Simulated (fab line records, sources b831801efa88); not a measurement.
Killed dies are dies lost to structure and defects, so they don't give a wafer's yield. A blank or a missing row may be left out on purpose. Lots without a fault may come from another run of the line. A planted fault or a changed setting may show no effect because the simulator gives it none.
fab line records | flow sky130
record lots=12 wafers=36 last_day=50
route steps=708 shown VIA3@589 CAP2M@607 PAD_OPEN@708
lots that met no fault: from a run of the same line without faults
start_h: hours from the record's first day to the start of the lot's first wafer shown | wait_h: hours since the lot's step before | " the same as in the row above | L1.1+2: a row that stands for several wafers | - no value, or no start given | * or withheld: withheld | < > ~ a bound
route shown NAME@n: a module of which the file shows steps, and the number in the route of the first | usual: mean/standard deviation of fault-free wafers | same: alike in all rows | chamber/n: place in a boat | sites: the reading at each site | _std_site: their standard deviation | _edge_site: outer sites' mean less inner sites' | radius_mm: how far each site lies from the wafer's centre | mask NAME#n: copy n | behind: the tool/chamber that last shaped the wafer | hold: why the lot was held/for how many hours/how that ended | device: the transistor (n, p or np) that didn't switch | end of line: the same wafers' tests at the end of the route | a step without rows: its recipe alone | killed: dies lost to structure and defects at the first sort, not the wafer's yield | map: a wafer's dies, x killed, . not, _ none there
set.NAME: the setting as run; set.NAME@STEP: as run at that earlier step | model.NAME: the simulator's own value behind a step, which no gauge read
steps of the route over a sample of lots; a table a step, a row a wafer
services: from which hour (start_h, from the record's first day; less than 0 if before it) a tool's chamber was out of use, for how many hours, and why
## steps
# step SKY_VIA3_STRIP_16
# recipe chemistry=O2/N2 power_w=1400 pressure_mtorr=1500 platen_temp_c=withheld o2_flow_sccm=3000 n2_flow_sccm=300 overash_fraction=0.5
# usual drypump_motor_current_A=5.6/0.51 o2_flow_sccm=3000/9 oes_product_au=0.402/0.0045 strip_time_to_endpoint_s=4.126/0.027
# columns lot.wafer tool chamber start_h wait_h drypump_motor_current_A o2_flow_sccm oes_product_au rf_hours_counter_h strip_time_to_endpoint_s
L688.1 plasma_asher-04 1 939.60 0.0 6.5 2995 0.405 17 4.142
L688.2 " 0 " " 5.1 3006 0.400 17 4.140
L688.3 " 1 " " 6.4 3013 0.405 - 4.165
L689.2 plasma_asher-01 1 943.54 0.0 5.2 3002 0.398 121 4.153
L689.4 " 0 " " 5.5 2998 0.400 - 4.124
L689.5 " 0 " " 5.5 3006 0.397 - 4.104
L692.2 plasma_asher-01 0 977.75 0.0 5.6 2985 0.401 124 4.121
L692.5 " 1 " " 5.1 3000 0.399 - 4.170
L692.6 " 0 " " 5.5 2997 0.406 - 4.098
L699.3 plasma_asher-04 1 1017.24 0.1 6.4 2992 0.402 - 4.180
L699.5 " 0 " " 5.2 2980 0.400 - 4.164
L699.6 " 1 " " 6.4 2994 0.404 - 4.183
L702.1 plasma_asher-01 0 1028.90 0.0 5.5 2999 0.404 129 4.091
L702.5 " 0 " " 5.5 2998 0.394 - 4.089
L702.6 " 1 " " 5.2 2997 0.403 - 4.120
L703.1 plasma_asher-01 1 1042.85 0.0 5.2 3011 0.399 131 4.110
L703.5 " 0 " " 5.5 3008 0.399 - 4.153
L703.6 " 1 " " 5.2 2985 0.400 - 4.128
L705.1 plasma_asher-02 1 1053.06 0.0 5.9 3004 0.401 96 4.108
L705.2 " 0 " " 5.9 3015 0.401 96 4.118
L705.6 " 1 " " 5.9 3004 0.400 - 4.103
L706.1 plasma_asher-02 0 1059.71 0.0 5.9 2995 0.396 97 4.132
L706.2 " 1 " " 5.9 3009 0.409 97 4.159
L706.4 " 1 " " 5.9 3010 0.402 - 4.125
L708.3 plasma_asher-04 0 1071.43 0.1 5.2 2992 0.410 - 4.123
L708.4 " 1 " " 6.4 3006 0.406 - 4.145
L708.5 " 0 " " 5.2 2999 0.404 - 4.123
L707.1 plasma_asher-04 0 1074.80 0.0 5.1 3001 0.412 30 4.117
L707.3 " 0 " " 5.2 2995 0.398 - 4.155
L707.6 " 1 " " 6.4 2992 0.398 - 4.093
L709.2 plasma_asher-01 1 1079.10 0.0 5.2 3012 0.406 1 4.111
L709.3 " 1 " " 5.2 2994 0.399 - 4.098
L709.4 " 0 " " 5.5 2995 0.400 - 4.146
L710.3 plasma_asher-04 0 1083.99 0.1 5.1 3013 0.405 - 4.117
L710.4 " 1 " " 6.5 2996 0.403 - 4.111
L710.5 " 1 " " 6.4 2999 0.393 - 4.087
# step SKY_VIA3_CVD_21
# recipe material=W target_thk_nm=390 time_s=117.31 temp_c=400 pressure_torr=40
# usual heater_power_w=849/71
# columns lot.wafer tool chamber start_h wait_h heater_power_w since_wet_clean_h
L688.1 cvd_w-02 1 940.29 0.0 955 536
L688.2 " 0 " " 862 536
L688.3 " 1 " " 952 -
L689.2 cvd_w-01 1 944.24 0.0 761 26
L689.4 " 1 " " 761 -
L689.5 " 1 " " 768 -
L692.2 cvd_w-02 1 978.40 0.0 964 574
L692.5 " 1 " " 956 -
L692.6 " 0 " " 866 -
L699.3 cvd_w-01 0 1018.03 0.1 852 -
L699.5 " 1 " " 768 -
L699.6 " 0 " " 845 -
L702.1 cvd_w-02 1 1029.64 0.0 971 626
L702.5 " 1 " " 951 -
L702.6 " 0 " " 844 -
L703.1 cvd_w-01 1 1043.59 0.0 755 126
L703.5 " 0 " " 861 -
L703.6 " 1 " " 758 -
L705.1 cvd_w-01 1 1053.78 0.0 765 136
L705.2 " 0 " " 828 136
L705.6 " 0 " " 837 -
L706.1 cvd_w-02 1 1060.43 0.0 964 656
L706.2 " 0 " " 848 656
L706.4 " 0 " " 828 -
L708.3 cvd_w-02 1 1072.09 0.1 962 -
L708.4 " 0 " " 857 -
L708.5 " 1 " " 959 -
L707.1 cvd_w-01 0 1075.46 0.0 855 157
L707.3 " 1 " " 757 -
L707.6 " 0 " " 856 -
L709.2 cvd_w-01 0 1079.78 0.0 857 162
L709.3 " 1 " " 764 -
L709.4 " 0 " " 851 -
L710.3 cvd_w-02 1 1084.65 0.1 987 -
L710.4 " 0 " " 859 -
L710.5 " 1 " " 967 -
# step SKY_CAP2M_THK_MEAS_04
# recipe thk_meas_gauge=xrf reads=TiN_of_CAP2M_SPUTTER_02
# usual CAP2M_TIN_THK=199.7/2.4
# columns lot.wafer tool chamber start_h wait_h CAP2M_TIN_THK[nm]
L688.1 film_metro-04 - 941.36 0.1 197.7
L688.2 " - " " 199.3
L688.3 " - " " 198.3
L689.2 film_metro-03 - 945.32 0.1 198.3
L689.4 " - " " 194.5
L689.5 " - " " 197.1
L692.2 film_metro-03 - 979.48 0.1 200.3
L692.5 " - " " 201.2
L692.6 " - " " 201.4
L699.3 film_metro-04 - 1019.09 0.1 199.8
L699.5 " - " " 202.6
L699.6 " - " " 202.5
L702.1 film_metro-01 - 1030.71 0.1 196.8
L702.5 " - " " 197.4
L702.6 " - " " 198.8
L703.1 film_metro-03 - 1044.66 0.1 200.3
L703.5 " - " " 200.6
L703.6 " - " " 200.7
L705.1 film_metro-03 - 1054.85 0.1 199.0
L705.2 " - " " 198.1
L705.6 " - " " 200.6
L706.1 film_metro-04 - 1061.50 0.1 202.9
L706.2 " - " " 200.8
L706.4 " - " " 199.0
L708.3 film_metro-03 - 1073.14 0.1 201.8
L708.4 " - " " 197.1
L708.5 " - " " 198.9
L707.1 film_metro-03 - 1076.63 0.1 202.2
L707.3 " - " " 198.3
L707.6 " - " " 199.0
L709.2 film_metro-03 - 1080.91 0.1 195.1
L709.3 " - " " 198.1
L709.4 " - " " 196.8
L710.3 film_metro-04 - 1085.89 0.1 204.8
L710.4 " - " " 201.6
L710.5 " - " " 200.6
# step SKY_CAP2M_METAL_ETCH_13
# recipe target_depth_nm=220 stop_on=SiO2 chemistry=Cl2/BCl3 target=TiN pressure_mtorr=10 icp_w=900 bias_w=48.5 Cl2_flow_sccm=60 bcl3_flow_sccm=30 time_s=62.9
# usual bias_w=48.52/0.16 drypump_motor_current_A=6.0/0.45 oes_product_au=0.942/0.0075 throttle_valve_pct=21.901/0.01
# columns lot.wafer tool chamber start_h wait_h bias_w drypump_motor_current_A oes_product_au rf_hours_counter_h throttle_valve_pct
L688.1 rie_metal-04 1 964.84 0.0 48.27 5.5 0.948 3 21.919
L688.2 " 0 " " 48.50 5.8 0.948 18 21.913
L688.3 " 1 " " 48.24 5.5 0.947 - 21.899
L689.2 rie_metal-02 0 969.68 0.0 48.48 6.5 0.937 6 21.908
L689.4 " 0 " " 48.36 6.5 0.926 - 21.916
L689.5 " 0 " " 48.43 6.5 0.926 - 21.891
L692.2 rie_metal-02 0 1002.94 0.0 48.52 6.5 0.948 8 21.893
L692.5 " 0 " " 48.62 6.5 0.947 - 21.891
L692.6 " 1 " " 48.43 6.1 0.954 - 21.899
L699.3 rie_metal-02 0 1040.60 0.0 40.25 6.5 0.925 - 21.915
L699.5 " 0 " " 40.19 6.5 0.935 - 21.878
L699.6 " 1 " " 40.56 6.1 0.930 - 21.903
L702.1 rie_metal-02 0 1052.40 0.0 40.63 6.5 0.926 11 21.921
L702.5 " 0 " " 40.42 6.5 0.932 - 21.911
L702.6 " 1 " " 40.22 6.1 0.930 - 21.907
L703.1 rie_metal-02 1 1066.69 0.0 40.28 6.1 0.933 13 21.910
L703.5 " 0 " " 40.35 6.5 0.937 - 21.899
L703.6 " 1 " " 40.39 6.1 0.930 - 21.908
L705.1 rie_metal-04 1 1076.33 0.0 48.71 5.5 0.938 11 21.903
L705.2 " 0 " " 48.46 5.9 0.936 5 21.908
L705.6 " 0 " " 48.67 5.9 0.947 - 21.909
L706.1 rie_metal-04 0 1082.53 0.0 48.44 5.8 0.938 5 21.904
L706.2 " 1 " " 48.55 5.5 0.942 11 21.916
L706.4 " 1 " " 48.58 5.5 0.937 - 21.899
L708.3 rie_metal-01 0 1094.62 0.0 48.66 6.6 0.948 - 21.896
L708.4 " 1 " " 48.73 5.4 0.933 - 21.897
L708.5 " 1 " " 48.69 5.4 0.941 - 21.911
L707.1 rie_metal-01 1 1096.80 0.0 48.54 5.4 0.957 10 21.905
L707.3 " 1 " " 48.44 5.4 0.935 - 21.910
L707.6 " 1 " " 48.27 5.4 0.941 - 21.912
L709.2 rie_metal-04 1 1101.72 0.0 48.63 5.5 0.929 - 21.912
L709.3 " 1 " " 48.81 5.5 0.940 - 21.912
L709.4 " 1 " " 48.74 5.5 0.931 - 21.908
L710.3 rie_metal-01 1 1105.11 0.0 48.47 5.4 0.959 - 21.896
L710.4 " 0 " " 48.54 6.5 0.945 - 21.893
L710.5 " 1 " " 48.38 5.4 0.945 - 21.886
# step SKY_PAD_OPEN_PROBE_99
# usual defect_limited_yield=82.4/1.8 killed_at_M0_to_M3=43/6.8 killed_at_M4_up=3.1/1.6 killed_at_contacts=24/5.4 killed_at_front_end=16/4.4 killed_at_other=0.2/0.48 killed_dies=87/8.8 killed_on_rim=17/3.4 killed_open=48/6.4 killed_short=39/6.2
# same gross_dies=492 killed_at_back_side=0
# columns lot.wafer tool chamber start_h wait_h defect_limited_yield[%] killed_at_M0_to_M3 killed_at_M4_up killed_at_contacts killed_at_front_end killed_at_other killed_dies killed_on_rim killed_open killed_short
L688.1 prober-02 - 1084.24 0.1 83.1 43 1 21 18 0 83 20 54 29
L688.2 prober-02 - 1084.29 0.1 81.7 46 5 31 8 0 90 18 50 40
L688.3 prober-02 - 1084.34 0.2 83.5 36 1 23 20 1 81 16 45 36
L689.2 prober-01 - 1088.93 0.1 83.5 41 3 24 12 1 81 17 38 43
L689.4 prober-01 - 1089.03 0.2 82.3 39 1 29 18 0 87 14 53 34
L689.5 prober-01 - 1089.08 0.2 82.7 40 4 28 12 1 85 23 52 33
L692.2 prober-01 - 1116.46 0.1 83.1 41 0 25 17 0 83 14 46 37
L692.5 prober-01 - 1116.61 0.2 81.7 42 2 26 19 1 90 19 57 33
L692.6 prober-01 - 1116.66 0.2 77.8 66 3 19 21 0 109 25 65 44
L699.3 prober-01 - 1149.15 0.2 82.5 37 0 24 25 0 86 15 47 39
L699.5 prober-01 - 1149.25 0.2 81.5 44 3 28 16 0 91 15 58 33
L699.6 prober-01 - 1149.30 0.2 84.6 38 3 24 11 0 76 14 43 33
L702.1 prober-02 - 1159.23 0.1 81.9 41 4 26 18 0 89 15 41 48
L702.5 prober-02 - 1159.43 0.2 81.3 40 6 27 19 0 92 19 42 50
L702.6 prober-02 - 1159.48 0.2 82.1 51 3 17 17 0 88 18 46 42
L703.1 prober-01 - 1172.28 0.1 84.1 39 2 21 15 1 78 15 44 34
L703.5 prober-01 - 1172.48 0.2 82.5 50 3 24 9 0 86 14 54 32
L703.6 prober-01 - 1172.53 0.2 83.7 51 3 14 12 0 80 13 48 32
L705.1 prober-01 - 1178.64 0.1 85.4 43 3 12 13 1 72 15 39 33
L705.2 prober-01 - 1178.69 0.1 78.0 39 3 34 32 0 108 23 63 45
L705.6 prober-01 - 1178.89 0.2 82.3 45 3 29 9 1 87 16 45 42
L706.1 prober-02 - 1185.07 0.1 82.3 51 3 21 12 0 87 17 44 43
L706.2 prober-02 - 1185.12 0.1 83.7 42 2 19 17 0 80 18 46 34
L706.4 prober-02 - 1185.22 0.2 83.7 38 3 24 15 0 80 18 39 41
L708.3 prober-01 - 1191.73 0.2 81.1 56 4 21 12 0 93 16 50 43
L708.4 prober-01 - 1191.78 0.2 81.9 40 2 25 22 0 89 21 56 33
L708.5 prober-01 - 1191.83 0.2 81.7 38 4 28 18 2 90 24 53 37
L707.1 prober-02 - 1195.25 0.1 82.3 44 4 24 15 0 87 17 46 41
L707.3 prober-02 - 1195.35 0.2 83.5 35 1 22 23 0 81 15 46 35
L707.6 prober-02 - 1195.50 0.2 84.3 41 3 20 13 0 77 11 36 41
L709.2 prober-01 - 1199.03 0.1 82.1 41 2 33 12 0 88 19 46 42
L709.3 prober-01 - 1199.08 0.2 85.4 38 2 25 6 1 72 13 38 34
L709.4 prober-01 - 1199.13 0.2 80.1 37 4 37 20 0 98 18 52 46
L710.3 prober-02 - 1202.24 0.2 84.6 46 0 16 14 0 76 13 46 30
L710.4 prober-02 - 1202.29 0.2 83.1 36 2 30 15 0 83 14 47 36
L710.5 prober-02 - 1202.34 0.2 78.0 44 5 36 23 0 108 19 50 58
# killed by level:class
L688.1 VIA1:geometric_particle:open=15 LI_CONTACT:geometric_particle:open=9 VIA2:geometric_particle:open=7 FIELD_ISO:geometric_particle:open=4 METAL2:geometric_particle:short=4 CONTACT:geometric_particle:open=4 VIA1:geometric_particle:short=4 VIA3:geometric_particle:short=4
L688.2 VIA1:geometric_particle:open=14 CONTACT:geometric_particle:open=12 LI_CONTACT:geometric_particle:open=10 VIA1:geometric_particle:short=6 VIA2:geometric_particle:open=6 METAL3:geometric_particle:short=5 LOCAL_INTERCONNECT:geometric_particle:short=4 METAL2:geometric_particle:short=4
L688.3 LI_CONTACT:geometric_particle:open=9 CONTACT:geometric_particle:open=9 VIA1:geometric_particle:open=7 VIA1:geometric_particle:short=7 METAL1:geometric_particle:short=6 FIELD_ISO:geometric_particle:short=4 POLY_GATE:geometric_particle:open=4 POLY_GATE:geometric_particle:short=4
L689.2 VIA2:geometric_particle:short=8 CONTACT:geometric_particle:open=8 METAL1:geometric_particle:short=8 VIA1:geometric_particle:open=7 LI_CONTACT:geometric_particle:open=7 VIA3:geometric_particle:open=6 POLY_GATE:geometric_particle:open=5 CONTACT:geometric_particle:short=5
L689.4 VIA1:geometric_particle:open=12 LOCAL_INTERCONNECT:geometric_particle:short=7 VIA3:geometric_particle:open=6 POLY_GATE:geometric_particle:open=6 CONTACT:geometric_particle:open=6 LI_CONTACT:geometric_particle:open=6 CONTACT:geometric_particle:short=6 VIA2:geometric_particle:open=6
L689.5 LI_CONTACT:geometric_particle:open=11 CONTACT:geometric_particle:open=9 VIA3:geometric_particle:open=7 VIA2:geometric_particle:open=7 VIA2:geometric_particle:short=6 VIA1:geometric_particle:open=6 METAL1:geometric_particle:short=5 FIELD_ISO:geometric_particle:open=4
L692.2 LI_CONTACT:geometric_particle:open=12 FIELD_ISO:geometric_particle:short=8 VIA1:geometric_particle:open=8 VIA2:geometric_particle:open=7 CONTACT:geometric_particle:open=6 METAL1:geometric_particle:short=6 VIA3:geometric_particle:open=5 LOCAL_INTERCONNECT:geometric_particle:short=4
L692.5 CONTACT:geometric_particle:open=13 VIA1:geometric_particle:open=12 FIELD_ISO:geometric_particle:open=6 METAL1:geometric_particle:short=6 FIELD_ISO:geometric_particle:short=5 POLY_GATE:geometric_particle:open=5 VIA3:geometric_particle:open=5 METAL3:geometric_particle:short=4
L692.6 VIA1:geometric_particle:open=21 CONTACT:geometric_particle:open=8 METAL1:geometric_particle:short=8 LI_CONTACT:geometric_particle:open=7 VIA1:geometric_particle:short=7 VIA2:geometric_particle:open=7 POLY_GATE:geometric_particle:open=6 METAL3:geometric_particle:short=6
L699.3 VIA1:geometric_particle:open=7 VIA2:geometric_particle:open=7 VIA3:geometric_particle:open=7 CONTACT:geometric_particle:short=6 FIELD_ISO:geometric_particle:short=5 POLY_GATE:geometric_particle:short=5 LI_CONTACT:geometric_particle:open=5 CONTACT:geometric_particle:open=5
L699.5 CONTACT:geometric_particle:open=13 VIA1:geometric_particle:open=11 VIA2:geometric_particle:open=11 METAL2:geometric_particle:short=7 LI_CONTACT:geometric_particle:open=7 FIELD_ISO:geometric_particle:open=6 METAL1:geometric_particle:short=5 POLY_GATE:geometric_particle:short=4
L699.6 LI_CONTACT:geometric_particle:open=7 CONTACT:geometric_particle:open=7 VIA1:geometric_particle:open=7 CONTACT:geometric_particle:short=6 METAL2:geometric_particle:short=6 VIA3:geometric_particle:open=6 VIA2:geometric_particle:short=5 VIA2:geometric_particle:open=5
L702.1 CONTACT:geometric_particle:open=10 FIELD_ISO:geometric_particle:short=8 METAL1:geometric_particle:short=6 VIA1:geometric_particle:short=6 VIA3:geometric_particle:open=6 VIA1:geometric_particle:open=5 METAL2:geometric_particle:short=5 VIA2:geometric_particle:open=5
L702.5 CONTACT:geometric_particle:short=10 CONTACT:geometric_particle:open=9 METAL1:geometric_particle:short=9 VIA1:geometric_particle:open=8 POLY_GATE:geometric_particle:open=6 POLY_GATE:geometric_particle:short=6 LI_CONTACT:geometric_particle:open=5 VIA1:geometric_particle:short=5
L702.6 VIA1:geometric_particle:open=16 VIA3:geometric_particle:open=9 LOCAL_INTERCONNECT:geometric_particle:short=5 VIA3:geometric_particle:short=5 VIA2:geometric_particle:open=5 POLY_GATE:geometric_particle:open=4 POLY_GATE:geometric_particle:short=4 CONTACT:geometric_particle:short=4
L703.1 CONTACT:geometric_particle:open=10 VIA1:geometric_particle:open=7 LI_CONTACT:geometric_particle:open=6 METAL1:geometric_particle:short=6 VIA3:geometric_particle:open=6 VIA2:geometric_particle:open=5 POLY_GATE:geometric_particle:open=4 VIA1:geometric_particle:short=4
L703.5 VIA1:geometric_particle:open=14 VIA3:geometric_particle:open=12 LI_CONTACT:geometric_particle:open=10 CONTACT:geometric_particle:open=5 METAL1:geometric_particle:short=5 VIA1:geometric_particle:short=5 FIELD_ISO:geometric_particle:open=4 LOCAL_INTERCONNECT:geometric_particle:short=4
L703.6 VIA1:geometric_particle:open=11 VIA2:geometric_particle:open=10 LI_CONTACT:geometric_particle:open=6 VIA3:geometric_particle:short=6 CONTACT:geometric_particle:open=6 FIELD_ISO:geometric_particle:open=5 METAL1:geometric_particle:short=4 METAL2:geometric_particle:short=4
L705.1 VIA2:geometric_particle:open=10 VIA1:geometric_particle:open=9 CONTACT:geometric_particle:open=7 METAL1:geometric_particle:short=6 VIA1:geometric_particle:short=5 VIA3:geometric_particle:open=4 VIA3:geometric_particle:short=4 FIELD_ISO:geometric_particle:short=3
L705.2 CONTACT:geometric_particle:open=20 FIELD_ISO:geometric_particle:open=9 VIA1:geometric_particle:open=9 POLY_GATE:geometric_particle:open=8 POLY_GATE:geometric_particle:short=6 FIELD_ISO:geometric_particle:short=5 METAL1:geometric_particle:short=5 VIA2:geometric_particle:open=4
L705.6 VIA1:geometric_particle:open=14 CONTACT:geometric_particle:open=12 LOCAL_INTERCONNECT:geometric_particle:short=7 CONTACT:geometric_particle:short=6 VIA3:geometric_particle:open=6 VIA1:geometric_particle:short=5 FIELD_ISO:geometric_particle:short=4 METAL2:geometric_particle:short=4
L706.1 VIA2:geometric_particle:open=11 VIA3:geometric_particle:open=7 CONTACT:geometric_particle:open=7 VIA1:geometric_particle:open=7 METAL2:geometric_particle:short=6 METAL1:geometric_particle:short=6 LOCAL_INTERCONNECT:geometric_particle:short=5 CONTACT:geometric_particle:short=4
L706.2 METAL1:geometric_particle:short=10 LI_CONTACT:geometric_particle:open=9 VIA1:geometric_particle:open=7 FIELD_ISO:geometric_particle:open=5 CONTACT:geometric_particle:open=5 VIA3:geometric_particle:open=5 FIELD_ISO:geometric_particle:short=4 POLY_GATE:geometric_particle:short=4
L706.4 LI_CONTACT:geometric_particle:open=8 METAL2:geometric_particle:short=8 LOCAL_INTERCONNECT:geometric_particle:short=6 VIA3:geometric_particle:open=6 CONTACT:geometric_particle:short=6 VIA1:geometric_particle:open=5 VIA2:geometric_particle:open=5 METAL1:geometric_particle:short=4
L708.3 VIA1:geometric_particle:open=14 METAL2:geometric_particle:short=9 VIA3:geometric_particle:open=8 CONTACT:geometric_particle:open=7 VIA2:geometric_particle:open=7 LI_CONTACT:geometric_particle:open=6 FIELD_ISO:geometric_particle:short=5 VIA1:geometric_particle:short=5
L708.4 VIA1:geometric_particle:open=17 CONTACT:geometric_particle:open=10 POLY_GATE:geometric_particle:open=8 LI_CONTACT:geometric_particle:open=6 CONTACT:geometric_particle:short=5 METAL1:geometric_particle:short=5 VIA2:geometric_particle:open=5 POLY_GATE:geometric_particle:short=4
L708.5 LI_CONTACT:geometric_particle:open=10 VIA1:geometric_particle:open=10 CONTACT:geometric_particle:open=8 VIA2:geometric_particle:open=5 METAL1:geometric_particle:short=5 POLY_GATE:geometric_particle:open=5 POLY_GATE:geometric_particle:short=5 FIELD_ISO:geometric_particle:open=4
L707.1 VIA1:geometric_particle:open=12 CONTACT:geometric_particle:open=8 CONTACT:geometric_particle:short=6 METAL2:geometric_particle:short=6 VIA1:geometric_particle:short=6 VIA3:geometric_particle:open=6 LI_CONTACT:geometric_particle:open=5 FIELD_ISO:geometric_particle:open=4
L707.3 VIA1:geometric_particle:open=11 LI_CONTACT:geometric_particle:open=8 FIELD_ISO:geometric_particle:short=7 FIELD_ISO:geometric_particle:open=6 CONTACT:geometric_particle:short=6 METAL1:geometric_particle:short=6 POLY_GATE:geometric_particle:open=5 CONTACT:geometric_particle:open=5
L707.6 VIA1:geometric_particle:open=17 METAL2:geometric_particle:short=8 VIA1:geometric_particle:short=5 LOCAL_INTERCONNECT:geometric_particle:short=5 CONTACT:geometric_particle:open=5 VIA3:geometric_particle:open=5 CONTACT:geometric_particle:short=4 FIELD_ISO:geometric_particle:short=3
L709.2 CONTACT:geometric_particle:open=16 LI_CONTACT:geometric_particle:open=6 CONTACT:geometric_particle:short=6 METAL3:geometric_particle:short=6 METAL1:geometric_particle:short=6 VIA2:geometric_particle:open=6 VIA3:geometric_particle:open=5 VIA1:geometric_particle:open=4
L709.3 VIA2:geometric_particle:open=8 LI_CONTACT:geometric_particle:open=8 VIA3:geometric_particle:open=8 CONTACT:geometric_particle:short=7 METAL2:geometric_particle:short=6 CONTACT:geometric_particle:open=5 VIA1:geometric_particle:open=4 VIA3:geometric_particle:short=4
L709.4 LI_CONTACT:geometric_particle:open=15 CONTACT:geometric_particle:short=11 VIA1:geometric_particle:open=8 VIA2:geometric_particle:open=6 FIELD_ISO:geometric_particle:short=4 POLY_GATE:geometric_particle:short=4 LOCAL_INTERCONNECT:geometric_particle:open=4 METAL1:geometric_particle:short=4
L710.3 VIA1:geometric_particle:open=12 CONTACT:geometric_particle:open=9 VIA2:geometric_particle:short=7 METAL1:geometric_particle:short=6 VIA2:geometric_particle:open=6 FIELD_ISO:geometric_particle:open=4 LI_CONTACT:geometric_particle:open=4 METAL2:geometric_particle:short=4
L710.4 VIA1:geometric_particle:open=10 CONTACT:geometric_particle:open=9 VIA2:geometric_particle:open=7 LI_CONTACT:geometric_particle:short=6 LI_CONTACT:geometric_particle:open=6 VIA1:geometric_particle:short=6 CONTACT:geometric_particle:short=4 FIELD_ISO:geometric_particle:short=3
L710.5 VIA1:geometric_particle:open=14 CONTACT:geometric_particle:open=14 METAL1:geometric_particle:short=9 CONTACT:geometric_particle:short=7 VIA1:geometric_particle:short=7 LOCAL_INTERCONNECT:geometric_particle:short=6 FIELD_ISO:geometric_particle:short=4 POLY_GATE:geometric_particle:short=4
## services
# columns tool chamber start_h hours kind
cvd_w-01 0 918.00 - clean
cvd_w-01 1 918.00 - clean
cvd_w-02 1 919.29 6.9 repair
plasma_asher-04 - 926.84 6.6 repair
cvd_w-01 1 957.82 1.7 repair
plasma_asher-04 - 958.24 2.8 pm
rie_metal-04 0 969.71 - clean
rie_metal-04 0 969.71 22.2 scheduled_down
rie_metal-01 - 992.00 36.1 repair
plasma_asher-01 - 1011.11 1.3 repair
plasma_asher-02 - 1015.00 3.8 repair
rie_metal-01 - 1028.12 1.4 pm
rie_metal-04 0 1035.40 6.4 repair
cvd_w-01 - 1041.74 0.9 repair
rie_metal-04 - 1051.82 15.6 pm
plasma_asher-01 - 1055.25 9.0 pm
plasma_asher-01 0 1055.25 9.0 vent_cycle
plasma_asher-01 1 1055.25 9.0 vent_cycle
plasma_asher-01 0 1064.25 - clean
plasma_asher-01 1 1064.25 - clean
cvd_w-01 - 1076.60 2.8 repair
rie_metal-04 0 1087.94 19.3 repair
plasma_asher-04 - 1091.12 0.5 repair
cvd_w-02 1 1092.87 2.7 repair
## key
first_sign step=SKY_CAP2M_METAL_ETCH_13 reading=bias_w direction=down sigmas=50 usual=48.52 struck=40.37
effect step=SKY_CAP2M_METAL_ETCH_13 reading=oes_product_au direction=down sigmas=1.4 usual=0.942 struck=0.931
met_at SKY_CAP2M_METAL_ETCH_13
struck_lots L699,L702,L703
not_acting_at SKY_VIA3_STRIP_16,SKY_VIA3_CVD_21,SKY_CAP2M_THK_MEAS_04
onset_between 1002.94 1040.60
fault kind=process_parameter_drift tool=rie_metal-02 chamber=- onset_h=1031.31 steps=SKY_CAP2M_METAL_ETCH_13 channel=bias_w offset=-8.2246 shape=step end_h=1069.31 acts_in=these_recipes_only stated=48.5
